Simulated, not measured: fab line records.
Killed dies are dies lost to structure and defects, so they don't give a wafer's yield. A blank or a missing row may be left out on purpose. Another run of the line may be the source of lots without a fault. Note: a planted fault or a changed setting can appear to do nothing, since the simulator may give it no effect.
fab line records	flow sky130
[record] lots = 6	wafers = 18	last_day = 50
route steps=708 shown SONOS_ONO@173 GATE_OXIDE@187 POLY_GATE@204 RES_PROTECT@206 PAD_OPEN@708
lots untouched by any fault: they come from a run of this same line in which no faults occurred
start_h: start of the lot's first displayed wafer, in hours after the record's first day	wait_h: hours from the lot's prior step to this one	" identical to the entry in the row above	L1.1+2: a row that stands for several wafers	- no value present, or no start provided	* or withheld: withheld	< > ~ a bound
route shown NAME@n: NAME is a module with steps in the file, n the number in the route of the first one	usual: mean and standard deviation over wafers with no fault	same: alike in all rows	chamber/n: place in a boat	sites: per-site readings	_std_site: the standard deviation of these	_edge_site: inner sites' mean taken away from outer sites' mean	radius_mm: for every site, how far away it sits from the centre of the wafer	mask NAME#n: copy n	behind: tool/chamber where the wafer was last shaped	hold: what put the lot on hold/how long, in hours/how the hold closed	device: the transistor (n, p or np) that didn't switch	end of line: tests run on the same wafers once the route is complete	a step with no rows: only its recipe	killed: the dies lost at the first sort to structure and to defects; this is not the yield of the wafer	map: a wafer's dies, marking killed ones x, the rest . and places with no die _
set.NAME: the setting that was run; set.NAME@STEP: the one run at that earlier step	model.NAME: the simulator's own value behind a step, which no gauge read
certain route steps with their lots: each step a table, each wafer a row
services: the hour from which a tool's chamber was out of use, counted from the record's first day as start_h (under 0 if before that day), plus the number of hours and why
[[steps]]
[step SKY_SONOS_ONO_THK_MEAS_05]
[recipe] reads = SiO2_of_SONOS_ONO_CVD_04
[usual] SONOS_ONO_CVD_04_THK = 5.73/0.11
lot.wafer	tool	chamber	start_h	wait_h	SONOS_ONO_CVD_04_THK[nm]
L185.3	film_metro-01	-	292.89	0.0	5.62
L185.4	"	-	"	"	5.76
L185.5	"	-	"	"	5.73
L186.2	film_metro-01	-	296.75	0.0	5.66
L186.3	"	-	"	"	5.67
L186.4	"	-	"	"	5.65
L195.1	film_metro-01	-	359.24	0.0	5.70
L195.3	"	-	"	"	5.58
L195.5	"	-	"	"	5.63
L198.1	film_metro-01	-	383.74	0.0	5.80
L198.4	"	-	"	"	5.79
L198.6	"	-	"	"	5.87
L200.3	film_metro-04	-	397.64	0.0	5.81
L200.4	"	-	"	"	5.73
L200.5	"	-	"	"	5.68
L204.1	film_metro-01	-	438.85	0.0	5.54
L204.3	"	-	"	"	5.52
L204.6	"	-	"	"	5.55
[step SKY_SONOS_ONO_DEHYDRATE_06]
[recipe] temp_c = 200	time_s = 60
[step SKY_SONOS_ONO_HMDS_07]
[recipe] prime_time_s = 60	prime_temp_c = 120
[step SKY_SONOS_ONO_COAT_08]
[recipe] resist = NOVOLAK	spin_rpm = 3000	resist_thk_nm = 1140
[step SKY_SONOS_ONO_SOFTBAKE_09]
[recipe] temp_c = 90	time_s = 60	resist = NOVOLAK
[step SKY_SONOS_ONO_EXPOSE_10]
[recipe] mask_id = ONOM	target_cd_nm = 410	na = 0.6	source_shape = conventional	sigma_outer = 0.6	dose_mj = 150
[step SKY_SONOS_ONO_PEB_11]
[recipe] temp_c = withheld	time_s = *	resist = NOVOLAK
[step SKY_SONOS_ONO_DEVELOP_12]
[recipe] develop_time_s = 60	dev_temp_c = 23
[step SKY_SONOS_ONO_CD_MEAS_13]
[recipe] target_cd_nm = 410
[usual] cd_nm = 409.7/2.2
lot.wafer	tool	chamber	start_h	wait_h	cd_nm
L185.3	cd_sem-02	-	318.35	0.1	409.5
L185.4	"	-	"	"	409.6
L185.5	"	-	"	"	408.8
L186.2	cd_sem-02	-	322.33	0.1	413.0
L186.3	"	-	"	"	411.9
L186.4	"	-	"	"	409.9
L195.1	cd_sem-02	-	388.41	0.1	409.0
L195.3	"	-	"	"	407.6
L195.5	"	-	"	"	407.0
L198.1	cd_sem-01	-	411.31	0.1	407.2
L198.4	"	-	"	"	410.0
L198.6	"	-	"	"	407.3
L200.3	cd_sem-01	-	426.50	0.1	412.6
L200.4	"	-	"	"	413.2
L200.5	"	-	"	"	412.8
L204.1	cd_sem-01	-	468.26	0.1	409.8
L204.3	"	-	"	"	409.0
L204.6	"	-	"	"	410.0
[step SKY_SONOS_ONO_OVL_MEAS_14]
[usual] SONOS_ONO_OVL = 0.6/1.6
lot.wafer	tool	chamber	start_h	wait_h	SONOS_ONO_OVL[nm]
L185.3	overlay-02	-	318.45	0.1	-0.1
L185.4	"	-	"	"	-0.2
L185.5	"	-	"	"	0.7
L186.2	overlay-01	-	322.43	0.1	-1.3
L186.3	"	-	"	"	-0.4
L186.4	"	-	"	"	-0.1
L195.1	overlay-02	-	388.53	0.1	1.4
L195.3	"	-	"	"	2.0
L195.5	"	-	"	"	2.7
L198.1	overlay-01	-	411.43	0.1	0.2
L198.4	"	-	"	"	0.4
L198.6	"	-	"	"	-0.5
L200.3	overlay-02	-	426.59	0.1	4.6
L200.4	"	-	"	"	2.4
L200.5	"	-	"	"	2.5
L204.1	overlay-01	-	468.38	0.1	-1.0
L204.3	"	-	"	"	-1.0
L204.6	"	-	"	"	-0.8
[step SKY_SONOS_ONO_ETCH_15]
[recipe] target_depth_nm = 19.52	chemistry = CHF3/O2	source_w = 600	bias_w = 200	pressure_mtorr = 40	chf3_flow_sccm = 50	O2_flow_sccm = 5	time_s = 7.8
[usual] drypump_motor_current_A = 5.8/0.41	oes_product_au = 1.001/0.0078	throttle_valve_pct = 8.825/0.0094
lot.wafer	tool	chamber	start_h	wait_h	drypump_motor_current_A	oes_product_au	rf_hours_counter_h	throttle_valve_pct
L185.3	rie_diel-01	3	318.47	0.0	5.6	1.001	83	8.815
L185.4	"	2	"	"	6.8	0.996	0	8.828
L185.5	"	3	"	"	5.6	0.998	-	8.825
L186.2	rie_diel-02	0	322.46	0.0	5.2	1.002	20	8.833
L186.3	"	1	"	"	5.8	1.001	60	8.828
L186.4	"	2	"	"	6.2	1.013	104	8.816
L195.1	rie_diel-04	1	388.57	0.0	5.5	1.005	45	8.826
L195.3	"	3	"	"	6.3	1.016	1	8.807
L195.5	"	3	"	"	6.3	1.005	-	8.814
L198.1	rie_diel-02	3	411.47	0.0	6.0	0.996	56	8.808
L198.4	"	2	"	"	6.2	1.005	105	8.812
L198.6	"	3	"	"	6.0	1.004	-	8.815
L200.3	rie_diel-04	1	426.61	0.0	5.5	1.015	46	8.829
L200.4	"	2	"	"	5.5	0.999	5	8.831
L200.5	"	1	"	"	5.5	1.014	-	8.824
L204.1	rie_diel-01	2	468.42	0.0	6.7	1.010	3	8.822
L204.3	"	3	"	"	5.6	1.008	86	8.829
L204.6	"	2	"	"	6.7	1.006	-	8.831
[step SKY_SONOS_ONO_WET_ETCH_16]
[recipe] chemistry = dHF	target_depth_nm = 14	dry = n2_spin	target = SiO2	dilution = 100:1	temp_c = 25	time_s = 280
[step SKY_SONOS_ONO_STRIP_17]
[recipe] chemistry = O2/N2	power_w = 1400	pressure_mtorr = 1500	platen_temp_c = withheld	o2_flow_sccm = 3000	n2_flow_sccm = 300	overash_fraction = 0.5
[usual] drypump_motor_current_A = 5.20/0.26	oes_product_au = 0.709/0.0045	strip_time_to_endpoint_s = 14.10/0.037
lot.wafer	tool	chamber	start_h	wait_h	drypump_motor_current_A	oes_product_au	rf_hours_counter_h	strip_time_to_endpoint_s
L185.3	plasma_asher-01	1	318.61	0.0	5.01	0.708	-	14.10
L185.4	"	0	"	"	5.09	0.715	-	14.08
L185.5	"	1	"	"	5.02	0.712	-	14.16
L186.2	plasma_asher-04	0	322.57	0.0	5.13	0.706	18	14.09
L186.3	"	0	"	"	5.13	0.716	-	14.12
L186.4	"	1	"	"	5.37	0.713	-	14.07
L195.1	plasma_asher-04	0	388.69	0.0	5.15	0.709	25	14.15
L195.3	"	1	"	"	5.38	0.709	-	14.10
L195.5	"	0	"	"	5.15	0.712	-	14.13
L198.1	plasma_asher-04	1	411.59	0.0	5.41	0.717	27	14.13
L198.4	"	0	"	"	5.11	0.712	-	14.13
L198.6	"	0	"	"	5.12	0.710	-	14.13
L200.3	plasma_asher-02	1	426.75	0.0	5.70	0.699	-	14.05
L200.4	"	0	"	"	4.95	0.710	-	14.05
L200.5	"	0	"	"	4.95	0.709	-	14.06
L204.1	plasma_asher-02	1	468.53	0.0	5.69	0.705	66	14.10
L204.3	"	1	"	"	5.66	0.705	-	14.09
L204.6	"	0	"	"	4.94	0.708	-	14.10
[step SKY_SONOS_ONO_WET_ETCH_18]
[recipe] chemistry = H3PO4	target_depth_nm = 15	target = Si3N4	temp_c = 160	time_s = 172
[step SKY_GATE_OXIDE_CLEAN_00]
[recipe] chemistry = SC1/SC2	mix = 1:4:20	temp_c = 70	time_s = 150	dry = n2_spin
[step SKY_GATE_OXIDE_OXIDATION_01]
[recipe] temp_c = 900	ambient = O2	stabilise_s = 600	purge_s = 300	target_thk_a = 102.68	ox_time_s = 1473
[step SKY_GATE_OXIDE_THK_MEAS_02]
[recipe] reads = SiO2_of_GATE_OXIDE_OXIDATION_01
[usual] GATE_OXIDE_OXIDATION_00_THK = 10.42/0.16
lot.wafer	tool	chamber	start_h	wait_h	GATE_OXIDE_OXIDATION_00_THK[nm]
L185.3	film_metro-02	-	321.04	0.0	10.46
L185.4	"	-	"	"	10.51
L185.5	"	-	"	"	10.42
L186.2	film_metro-01	-	324.26	0.0	10.70
L186.3	"	-	"	"	10.72
L186.4	"	-	"	"	10.82
L195.1	film_metro-02	-	390.95	0.0	10.65
L195.3	"	-	"	"	10.55
L195.5	"	-	"	"	10.48
L198.1	film_metro-01	-	419.79	0.0	10.16
L198.4	"	-	"	"	10.35
L198.6	"	-	"	"	10.16
L200.3	film_metro-03	-	433.60	0.0	10.57
L200.4	"	-	"	"	10.39
L200.5	"	-	"	"	10.43
L204.1	film_metro-03	-	470.15	0.0	10.46
L204.3	"	-	"	"	10.58
L204.6	"	-	"	"	10.63
[step SKY_GATE_OXIDE_DEHYDRATE_03]
[recipe] temp_c = 200	time_s = 60
[step SKY_GATE_OXIDE_HMDS_04]
[recipe] prime_time_s = 60	prime_temp_c = 120
[step SKY_GATE_OXIDE_COAT_05]
[recipe] resist = NOVOLAK	spin_rpm = 3000	resist_thk_nm = 1140
[step SKY_GATE_OXIDE_SOFTBAKE_06]
[recipe] temp_c = 90	time_s = 60	resist = NOVOLAK
[step SKY_GATE_OXIDE_EXPOSE_07]
[recipe] mask_id = LVOM	na = 0.6	source_shape = conventional	sigma_outer = 0.6	polarization = unpolarized	target_cd_nm = 600	dose_mj = 170
[step SKY_GATE_OXIDE_PEB_08]
[recipe] temp_c = withheld	time_s = *	resist = NOVOLAK
[step SKY_GATE_OXIDE_DEVELOP_09]
[recipe] resist = NOVOLAK	developer = TMAH	develop_time_s = 60	dev_temp_c = 23
[step SKY_GATE_OXIDE_OVL_MEAS_10]
[usual] GATE_OXIDE_OVL = 0.2/1.5
lot.wafer	tool	chamber	start_h	wait_h	GATE_OXIDE_OVL[nm]
L185.3	overlay-01	-	347.04	0.1	-0.1
L185.4	"	-	"	"	-1.0
L185.5	"	-	"	"	0.9
L186.2	overlay-02	-	349.66	0.1	-2.1
L186.3	"	-	"	"	-0.8
L186.4	"	-	"	"	-0.7
L195.1	overlay-02	-	420.06	0.1	1.4
L195.3	"	-	"	"	-0.2
L195.5	"	-	"	"	0.1
L198.1	overlay-02	-	449.57	0.1	2.0
L198.4	"	-	"	"	1.5
L198.6	"	-	"	"	0.0
L200.3	overlay-02	-	463.27	0.1	1.8
L200.4	"	-	"	"	0.9
L200.5	"	-	"	"	1.3
L204.1	overlay-02	-	500.52	0.1	3.3
L204.3	"	-	"	"	2.2
L204.6	"	-	"	"	3.0
[step SKY_GATE_OXIDE_IMPLANT_11]
[recipe] species = B	energy_kev = 10	dose_cm2 = 2.6e+12	tilt_deg = withheld
[step SKY_GATE_OXIDE_WET_ETCH_12]
[recipe] chemistry = dHF	target_depth_nm = 16.8	dry = n2_spin	target = SiO2	dilution = 100:1	temp_c = 25	time_s = 336
[step SKY_GATE_OXIDE_STRIP_13]
[recipe] chemistry = O2/N2	power_w = 1400	pressure_mtorr = 1500	platen_temp_c = withheld	o2_flow_sccm = 3000	n2_flow_sccm = 300	overash_fraction = 0.5
[usual] drypump_motor_current_A = 5.3/0.4	oes_product_au = 0.716/0.0045	strip_time_to_endpoint_s = 14.18/0.038
lot.wafer	tool	chamber	start_h	wait_h	drypump_motor_current_A	oes_product_au	rf_hours_counter_h	strip_time_to_endpoint_s
L185.3	plasma_asher-02	1	347.45	0.0	5.7	0.707	-	14.17
L185.4	"	0	"	"	4.9	0.711	-	14.20
L185.5	"	0	"	"	4.9	0.716	-	14.23
L186.2	plasma_asher-01	0	349.96	0.0	5.1	0.717	69	14.18
L186.3	"	1	"	"	5.0	0.715	-	14.09
L186.4	"	0	"	"	5.1	0.714	-	14.10
L195.1	plasma_asher-01	0	420.35	0.0	5.1	0.715	76	14.21
L195.3	"	1	"	"	5.0	0.719	-	14.24
L195.5	"	1	"	"	5.0	0.711	-	14.16
L198.1	plasma_asher-01	0	449.86	0.0	5.1	0.721	1	14.21
L198.4	"	1	"	"	5.0	0.719	-	14.26
L198.6	"	0	"	"	5.1	0.719	-	14.24
L200.3	plasma_asher-01	1	463.58	0.0	5.0	0.723	-	14.19
L200.4	"	0	"	"	5.0	0.713	-	14.18
L200.5	"	1	"	"	5.0	0.720	-	14.22
L204.1	plasma_asher-03	0	500.82	0.0	6.1	0.709	81	14.21
L204.3	"	1	"	"	5.3	0.723	-	14.22
L204.6	"	1	"	"	5.3	0.724	-	14.22
[step SKY_GATE_OXIDE_TW_MEAS_14]
[usual] GATE_OXIDE_TW = 224.4/1.2
lot.wafer	tool	chamber	start_h	wait_h	GATE_OXIDE_TW
L185.3	film_metro-02	-	347.54	0.1	220.8
L185.4	"	-	"	"	222.1
L185.5	"	-	"	"	222.7
L186.2	film_metro-03	-	350.07	0.1	225.6
L186.3	"	-	"	"	225.3
L186.4	"	-	"	"	223.7
L195.1	film_metro-02	-	420.45	0.1	225.5
L195.3	"	-	"	"	224.6
L195.5	"	-	"	"	223.3
L198.1	film_metro-02	-	449.96	0.1	223.5
L198.4	"	-	"	"	223.5
L198.6	"	-	"	"	223.4
L200.3	film_metro-02	-	463.67	0.1	225.3
L200.4	"	-	"	"	223.9
L200.5	"	-	"	"	225.2
L204.1	film_metro-02	-	500.92	0.1	223.3
L204.3	"	-	"	"	223.5
L204.6	"	-	"	"	223.8
[step SKY_GATE_OXIDE_CLEAN_15]
[recipe] chemistry = SC1/SC2	mix = 1:4:20	temp_c = 70	time_s = 150	dry = n2_spin
[step SKY_GATE_OXIDE_OXIDATION_16]
[recipe] temp_c = 800	ambient = O2	idle_temp_c = 700	ramp_up_c_per_min = 10	ramp_down_c_per_min = 3	stabilise_s = 600	purge_s = 300	target_thk_a = 35.7	ox_time_s = 1915
[step SKY_POLY_GATE_CVD_00]
[recipe] material = poly-Si	target_thk_nm = 180	temp_c = 620	time_s = 720	pressure_mtorr = 200
[step SKY_POLY_GATE_THK_MEAS_01]
[recipe] reads = poly-Si_of_POLY_GATE_CVD_00
[usual] POLY_GATE_CVD_00_THK = 180.0/1.3
lot.wafer	tool	chamber	start_h	wait_h	POLY_GATE_CVD_00_THK[nm]
L185.3	film_metro-04	-	351.93	0.0	180.6
L185.4	"	-	"	"	179.5
L185.5	"	-	"	"	180.9
L186.2	film_metro-04	-	356.26	0.0	180.2
L186.3	"	-	"	"	180.9
L186.4	"	-	"	"	180.4
L195.1	film_metro-03	-	425.26	0.1	178.0
L195.3	"	-	"	"	177.9
L195.5	"	-	"	"	178.9
L198.1	film_metro-04	-	457.21	0.0	178.9
L198.4	"	-	"	"	178.0
L198.6	"	-	"	"	178.9
L200.3	film_metro-04	-	466.71	0.0	179.8
L200.4	"	-	"	"	181.0
L200.5	"	-	"	"	181.9
L204.1	film_metro-04	-	504.86	0.0	179.6
L204.3	"	-	"	"	177.7
L204.6	"	-	"	"	177.1
[step SKY_RES_PROTECT_DEHYDRATE_00]
[recipe] temp_c = 200	time_s = 60
[step SKY_RES_PROTECT_HMDS_01]
[recipe] prime_time_s = 60	prime_temp_c = 120
[step SKY_RES_PROTECT_COAT_02]
[recipe] resist = NOVOLAK	spin_rpm = 3000	resist_thk_nm = 1140
[step SKY_RES_PROTECT_SOFTBAKE_03]
[recipe] temp_c = 90	time_s = 60	resist = NOVOLAK
[step SKY_RES_PROTECT_EXPOSE_04]
[recipe] mask_id = RPM	na = 0.6	source_shape = conventional	sigma_outer = 0.6	polarization = unpolarized	target_cd_nm = 1270	dose_mj = 131
[step SKY_RES_PROTECT_PEB_05]
[recipe] temp_c = withheld	time_s = *	resist = NOVOLAK
[step SKY_RES_PROTECT_DEVELOP_06]
[recipe] resist = NOVOLAK	developer = TMAH	develop_time_s = 60	dev_temp_c = 23
[step SKY_POLY_GATE_IMPLANT_02]
[recipe] species = P	energy_kev = 30	dose_cm2 = 7.7e+15	tilt_deg = 0
[step SKY_RES_PROTECT_STRIP_07]
[recipe] chemistry = O2/N2	power_w = 1400	pressure_mtorr = 1500	platen_temp_c = withheld	o2_flow_sccm = 3000	n2_flow_sccm = 300	overash_fraction = 0.5
[usual] drypump_motor_current_A = 5.4/0.36	oes_product_au = 0.517/0.0049	strip_time_to_endpoint_s = 23.30/0.046
lot.wafer	tool	chamber	start_h	wait_h	drypump_motor_current_A	oes_product_au	rf_hours_counter_h	strip_time_to_endpoint_s
L185.3	plasma_asher-03	1	379.85	0.1	5.3	0.516	-	23.32
L185.4	"	0	"	"	6.1	0.526	-	23.30
L185.5	"	0	"	"	6.1	0.514	-	23.32
L186.2	plasma_asher-04	1	385.52	0.1	5.4	0.519	24	23.27
L186.3	"	0	"	"	5.1	0.512	-	23.33
L186.4	"	1	"	"	5.4	0.517	-	23.33
L195.1	plasma_asher-03	0	455.12	0.1	6.1	0.513	76	23.31
L195.3	"	0	"	"	6.1	0.517	-	23.28
L195.5	"	0	"	"	6.1	0.521	-	23.29
L198.1	plasma_asher-02	1	488.11	0.1	5.7	0.523	69	23.33
L198.4	"	1	"	"	5.7	0.517	-	23.42
L198.6	"	0	"	"	4.9	0.523	-	23.37
L200.3	plasma_asher-02	1	497.56	0.1	5.7	0.509	-	23.27
L200.4	"	0	"	"	4.9	0.514	-	23.37
L200.5	"	1	"	"	5.7	0.520	-	23.27
L204.1	plasma_asher-02	0	535.01	0.1	4.9	0.509	74	23.38
L204.3	"	0	"	"	4.9	0.522	-	23.39
L204.6	"	0	"	"	4.9	0.521	-	23.44
[step SKY_PAD_OPEN_PROBE_99]
[usual] killed_at_M0_to_M3 = 44/7.3	killed_at_M4_up = 3.0/1.9	killed_at_contacts = 24/5	killed_at_front_end = 16/4.5	killed_at_other = 0.3/0.46	killed_dies = 87/10	killed_on_rim = 17/3.5	killed_open = 47/8.3	killed_short = 39/6.4
[same] gross_dies = 492	killed_at_back_side = 0
lot.wafer	tool	chamber	start_h	wait_h	hold	killed_at_M0_to_M3	killed_at_M4_up	killed_at_contacts	killed_at_front_end	killed_at_other	killed_dies	killed_on_rim	killed_open	killed_short
L185.3	prober-01	-	1102.83	0.2	-	56	2	27	20	0	105	24	66	39
L185.4	prober-01	-	1102.88	0.2	-	50	4	23	21	0	98	14	62	36
L185.5	prober-01	-	1102.93	0.2	-	58	8	24	21	0	111	26	66	45
L186.2	prober-02	-	1105.28	0.1	-	52	1	27	19	0	99	14	59	40
L186.3	prober-02	-	1105.33	0.2	-	46	0	30	10	0	86	21	49	37
L186.4	prober-02	-	1105.38	0.2	-	41	4	25	8	2	80	12	48	32
L195.1	prober-02	-	1149.18	0.1	await_dispo/1.5h/release	41	1	26	9	1	78	20	45	33
L195.3	prober-02	-	1149.28	0.2	await_dispo/1.5h/release	44	4	32	67	0	147	31	57	33
L195.5	prober-02	-	1149.38	0.2	await_dispo/1.5h/release	49	8	18	19	1	95	20	50	45
L198.1	prober-02	-	1173.00	0.1	await_dispo/1.9h/release	44	6	15	67	0	132	25	36	36
L198.4	prober-02	-	1173.15	0.2	await_dispo/1.9h/release	43	2	21	20	0	86	16	42	44
L198.6	prober-02	-	1173.25	0.2	await_dispo/1.9h/release	42	3	18	19	1	83	15	42	41
L200.3	prober-02	-	1177.88	0.2	-	35	3	25	12	0	75	14	45	30
L200.4	prober-02	-	1177.93	0.2	-	35	4	27	13	0	79	12	43	36
L200.5	prober-02	-	1177.98	0.2	-	38	3	21	15	0	77	19	35	42
L204.1	prober-02	-	1197.68	0.1	-	49	4	18	14	0	85	11	36	49
L204.3	prober-02	-	1197.78	0.2	-	49	4	34	18	0	105	15	60	45
L204.6	prober-02	-	1197.93	0.2	-	40	1	28	19	0	88	15	49	39
// killed by level:class
L185.3 CONTACT:geometric_particle:open=14 VIA1:geometric_particle:open=12 VIA3:geometric_particle:open=10 FIELD_ISO:geometric_particle:open=8 LI_CONTACT:geometric_particle:open=6 VIA1:geometric_particle:short=6 VIA2:geometric_particle:open=5 FIELD_ISO:geometric_particle:short=5
L185.4 VIA1:geometric_particle:open=12 CONTACT:geometric_particle:open=10 VIA3:geometric_particle:open=8 FIELD_ISO:geometric_particle:open=7 LI_CONTACT:geometric_particle:open=7 VIA3:geometric_particle:short=6 VIA1:geometric_particle:short=5 VIA2:geometric_particle:open=5
L185.5 VIA3:geometric_particle:open=12 CONTACT:geometric_particle:open=12 VIA1:geometric_particle:open=11 VIA1:geometric_particle:short=8 POLY_GATE:geometric_particle:open=7 VIA2:geometric_particle:open=7 VIA3:geometric_particle:short=6 LI_CONTACT:geometric_particle:open=5
L186.2 VIA1:geometric_particle:open=14 VIA3:geometric_particle:open=12 CONTACT:geometric_particle:open=9 LI_CONTACT:geometric_particle:open=9 FIELD_ISO:geometric_particle:short=6 POLY_GATE:geometric_particle:short=6 METAL1:geometric_particle:short=6 VIA2:geometric_particle:short=6
L186.3 VIA3:geometric_particle:open=11 CONTACT:geometric_particle:short=10 LI_CONTACT:geometric_particle:open=9 VIA1:geometric_particle:open=9 METAL2:geometric_particle:short=7 VIA2:geometric_particle:open=6 CONTACT:geometric_particle:open=6 METAL1:geometric_particle:short=4
L186.4 VIA1:geometric_particle:open=9 VIA2:geometric_particle:open=9 CONTACT:geometric_particle:open=9 LI_CONTACT:geometric_particle:open=8 VIA3:geometric_particle:open=6 CONTACT:geometric_particle:short=5 METAL1:geometric_particle:short=5 METAL2:geometric_particle:short=5
L195.1 CONTACT:geometric_particle:open=13 LI_CONTACT:geometric_particle:open=8 VIA2:geometric_particle:open=7 VIA1:geometric_particle:open=6 VIA3:geometric_particle:open=6 METAL2:geometric_particle:short=6 FIELD_ISO:geometric_particle:short=4 POLY_GATE:geometric_particle:short=4
L195.3 SONOS_ONO:unspecified=57 CONTACT:geometric_particle:open=14 LI_CONTACT:geometric_particle:open=10 VIA1:geometric_particle:open=7 VIA2:geometric_particle:open=7 VIA3:geometric_particle:open=7 VIA1:geometric_particle:short=5 METAL1:geometric_particle:short=4
L195.5 VIA1:geometric_particle:open=10 VIA1:geometric_particle:short=8 CONTACT:geometric_particle:open=8 VIA3:geometric_particle:open=7 POLY_GATE:geometric_particle:open=6 VIA2:geometric_particle:open=6 METAL4:geometric_particle:short=6 LI_CONTACT:geometric_particle:open=5
L198.1 SONOS_ONO:unspecified=60 VIA2:geometric_particle:open=8 METAL1:geometric_particle:short=8 VIA1:geometric_particle:open=8 CONTACT:geometric_particle:open=6 VIA3:geometric_particle:open=6 VIA1:geometric_particle:short=5 METAL2:geometric_particle:short=5
L198.4 CONTACT:geometric_particle:open=10 VIA1:geometric_particle:open=10 METAL2:geometric_particle:short=9 FIELD_ISO:geometric_particle:short=7 VIA1:geometric_particle:short=6 VIA2:geometric_particle:open=6 CONTACT:geometric_particle:short=5 FIELD_ISO:geometric_particle:open=4
L198.6 VIA1:geometric_particle:open=12 METAL1:geometric_particle:short=9 CONTACT:geometric_particle:open=9 FIELD_ISO:geometric_particle:open=6 POLY_GATE:geometric_particle:short=5 VIA1:geometric_particle:short=4 METAL2:geometric_particle:short=4 VIA3:geometric_particle:open=4
L200.3 VIA1:geometric_particle:open=10 CONTACT:geometric_particle:short=8 LI_CONTACT:geometric_particle:open=7 CONTACT:geometric_particle:open=7 VIA2:geometric_particle:open=7 POLY_GATE:geometric_particle:short=4 METAL1:geometric_particle:short=4 VIA1:geometric_particle:short=3
L200.4 CONTACT:geometric_particle:open=11 VIA1:geometric_particle:open=7 POLY_GATE:geometric_particle:short=6 LI_CONTACT:geometric_particle:open=6 VIA2:geometric_particle:open=6 CONTACT:geometric_particle:short=5 POLY_GATE:geometric_particle:open=4 METAL2:geometric_particle:short=4
L200.5 VIA1:geometric_particle:open=8 VIA1:geometric_particle:short=7 CONTACT:geometric_particle:open=6 LI_CONTACT:geometric_particle:short=5 VIA2:geometric_particle:open=5 FIELD_ISO:geometric_particle:open=4 LI_CONTACT:geometric_particle:open=4 CONTACT:geometric_particle:short=4
L204.1 METAL1:geometric_particle:short=10 METAL2:geometric_particle:short=8 VIA1:geometric_particle:open=6 VIA2:geometric_particle:open=6 CONTACT:geometric_particle:open=5 VIA1:geometric_particle:short=5 FIELD_ISO:geometric_particle:open=4 FIELD_ISO:geometric_particle:short=4
L204.3 CONTACT:geometric_particle:open=14 VIA1:geometric_particle:open=12 VIA3:geometric_particle:open=12 LI_CONTACT:geometric_particle:open=6 METAL2:geometric_particle:short=6 FIELD_ISO:geometric_particle:open=5 METAL1:geometric_particle:short=5 LOCAL_INTERCONNECT:geometric_particle:short=5
L204.6 CONTACT:geometric_particle:open=13 LI_CONTACT:geometric_particle:open=7 FIELD_ISO:geometric_particle:open=6 VIA1:geometric_particle:open=6 VIA1:geometric_particle:short=5 METAL1:geometric_particle:short=5 VIA2:geometric_particle:open=5 METAL3:geometric_particle:short=4
// map L195.3 (x killed, . not)
__________........x._________
________....x........._______
______..x.......x.....xx_____
_____.xx.....x....xxxxxxx____
____xx..x..........x.xxxxx___
___x....xx...x....xxxxxxxxx__
__.xx.......x.x.xxxxxxxxxxxx_
_x..........x...xx.xxxxxxxxxx
_....xx......x....xxxxxxxxxx.
_.....x........x.x....xxxxxx.
_.xx.......x...........x.x...
_.......x..xxx....x..x..x....
_.x..x..x....x.xx.xx......x..
_xx.....x.x......x..........x
_................xx..........
__.x....xx..............x..._
___x.x.....x.x.x....x...x..__
____.......xx.x..xx....x..___
_____.......x............____
______..x......x......xx_____
________....x.....x..._______
__________..x..x.xx._________
// map L198.1 (x killed, . not)
__________...x......_________
________.x..x...xx...._______
______x..x.x............_____
_____....x......x....xxxx____
____..x........x..x.xxxxxx___
___.....x........x.xxxxxxxx__
__.....x......x...xxxxxxxxxx_
_................xxxxxxxxxxxx
_x......x....x....xxxxxxxxxxx
_........x.........xxxxx.xx.x
_.x...x......x...x...xx.xxx..
_......xx......x.......x.....
_.......xx..x........x.......
_..x..xx........x.x..x.x.....
_..............xx........x...
__........x.x.......x...x..x_
___........x............x..__
____...........xx......xx.___
_____....x..x...........x____
______.xx.x..x.........._____
________....xx..x....._______
__________...x.x.x.x_________
[[services]]
tool	chamber	start_h	hours	kind
plasma_asher-02	-	303.36	2.0	repair
rie_diel-01	-	312.02	2.8	pm
rie_diel-02	2	342.58	30.8	repair
rie_diel-04	0	344.34	7.9	repair
rie_diel-04	3	348.83	8.1	repair
rie_diel-02	1	351.82	3.1	repair
rie_diel-04	1	354.56	3.1	repair
rie_diel-02	3	358.43	6.6	repair
rie_diel-04	1	369.57	13.7	repair
plasma_asher-04	-	382.59	1.0	repair
rie_diel-01	1	389.16	2.7	repair
plasma_asher-03	-	413.24	0.7	repair
rie_diel-04	2	415.31	2.0	repair
plasma_asher-01	-	421.25	9.0	pm
rie_diel-02	3	433.31	14.5	repair
plasma_asher-01	-	436.25	4.5	repair
rie_diel-04	-	445.88	2.8	pm
plasma_asher-04	-	459.67	14.6	pm
rie_diel-04	1	466.38	22.3	repair
plasma_asher-04	-	474.27	28.1	pm
plasma_asher-01	-	481.38	2.2	repair
plasma_asher-02	-	497.82	1.4	repair
rie_diel-04	3	501.99	6.4	repair
plasma_asher-04	-	504.01	0.9	repair
[[key]]
[first_sign] step = SKY_PAD_OPEN_PROBE_99	reading = killed_at_front_end	direction = up	sigmas = 11	usual = 16	struck = 67
[effect] step = SKY_PAD_OPEN_PROBE_99	reading = killed_dies	direction = up	sigmas = 5.1	usual = 87	struck = 140
met_at SKY_SONOS_ONO_STRIP_17
struck_wafers L195.3,L198.1
tester_left_out L195,L198
onset_between 322.57 388.69
[fault] kind = chamber_particle_source	tool = plasma_asher-04	chamber = 1	onset_h = 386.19	steps = SKY_SONOS_ONO_STRIP_17	rate_per_visit_cm2 = 1.3761	end_h = 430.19
// tester_left_out: of these lots the tester's yield and bins aren't shown, on N5 and GAA mostly nor the transistor test; their killed dies are dies lost to structure and defects alone, not to doping, threshold or leakage, so they don't give the yield
